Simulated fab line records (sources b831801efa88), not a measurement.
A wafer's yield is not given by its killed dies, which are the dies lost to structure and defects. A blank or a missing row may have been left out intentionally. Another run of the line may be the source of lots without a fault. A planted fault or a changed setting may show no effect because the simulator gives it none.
The tool behind it: which one?    flow gf180mcu    13 lots, 39 wafers sampled, at 2 steps of a route of 602

== WHAT THE GAUGES SHOWED, per wafer ==
GF_M1_CD_MEAS_14: target cd 230 nm. Usual: cd-nm at 230.5 nm, with a standard deviation of 1.3.
lot   measured      on         cd-nm (nm)         flag
L324  day 17 03:34  cd-sem-01  230.5 230.8 229.9  
L326  day 18 02:14  cd-sem-02  231.0 229.9 230.9  
L327  day 18 09:41  cd-sem-01  231.2 231.0 231.3  
L328  day 19 01:49  cd-sem-02  230.6 229.5 229.8  
L334  day 20 22:49  cd-sem-01  231.9 230.8 233.1  
L335  day 21 07:29  cd-sem-01  227.8 229.2 229.4  
L337  day 21 21:17  cd-sem-01  230.4 230.3 230.1  
L340  day 22 23:09  cd-sem-01  229.6 228.7 231.0  
L343  day 23 19:17  cd-sem-01  228.2 228.7 228.6  
L344  day 24 05:29  cd-sem-01  230.3 231.0 231.7  
L345  day 24 14:58  cd-sem-01  230.2 230.4 230.6  
L346  day 24 20:42  cd-sem-02  229.0 229.6 229.2  
L347  day 25 08:47  cd-sem-02  231.2 230.2 230.9  

GF_V1_BOW_MEAS_05. Usual: V1_BOW typically reads 82 um, with standard deviation 7.1.
lot   measured      on             V1_BOW (um)  flag
L324  day 17 04:55  film-metro-04  89 84 78     
L326  day 18 03:37  film-metro-03  77 73 74     
L327  day 18 11:07  film-metro-03  74 97 80     
L328  day 19 03:10  film-metro-03  87 82 84     
L334  day 21 00:12  film-metro-04  77 83 88     
L335  day 21 08:53  film-metro-04  78 97 87     
L337  day 21 22:38  film-metro-03  88 84 76     
L340  day 23 00:31  film-metro-01  81 87 84     
L343  day 23 20:47  film-metro-04  80 86 85     
L344  day 24 06:57  film-metro-01  74 78 75     
L345  day 24 16:35  film-metro-01  91 78 81     
L346  day 24 22:04  film-metro-01  83 80 90     
L347  day 25 10:08  film-metro-03  93 85 96     

== EACH LOT AND THE TOOL THAT RAN IT (in order: tool; ch and the chambers of the sampled wafers; start) ==
No process step before these readings appears in the record.

== WHAT THE TOOLS THEMSELVES READ (means of the sampled wafers that have a number; where no wafer has one, the mark that the record gives instead) ==
The record holds no such reading with a usual standard deviation.

== THE ANSWER, worked out from the rows above alone ==
Rule: a lot is off if the mean of its wafers that have a number lies more than 3 standard deviations from the usual mean. A lot without any number at a reading at which 4 lots or more have one is off too. Any other lot the step has rows for is counted as sound. Order of review: gauges by route order, followed by the tools' own readings, for which a lot's mean as printed above is used. The first step at which some lot is off is used, and at that step the reading that is off furthest; a lot without a number counts as furthest.
No lot is off on any of the readings shown, so nothing can be concluded from this.

== WHAT THE SIMULATOR PUT IN ==
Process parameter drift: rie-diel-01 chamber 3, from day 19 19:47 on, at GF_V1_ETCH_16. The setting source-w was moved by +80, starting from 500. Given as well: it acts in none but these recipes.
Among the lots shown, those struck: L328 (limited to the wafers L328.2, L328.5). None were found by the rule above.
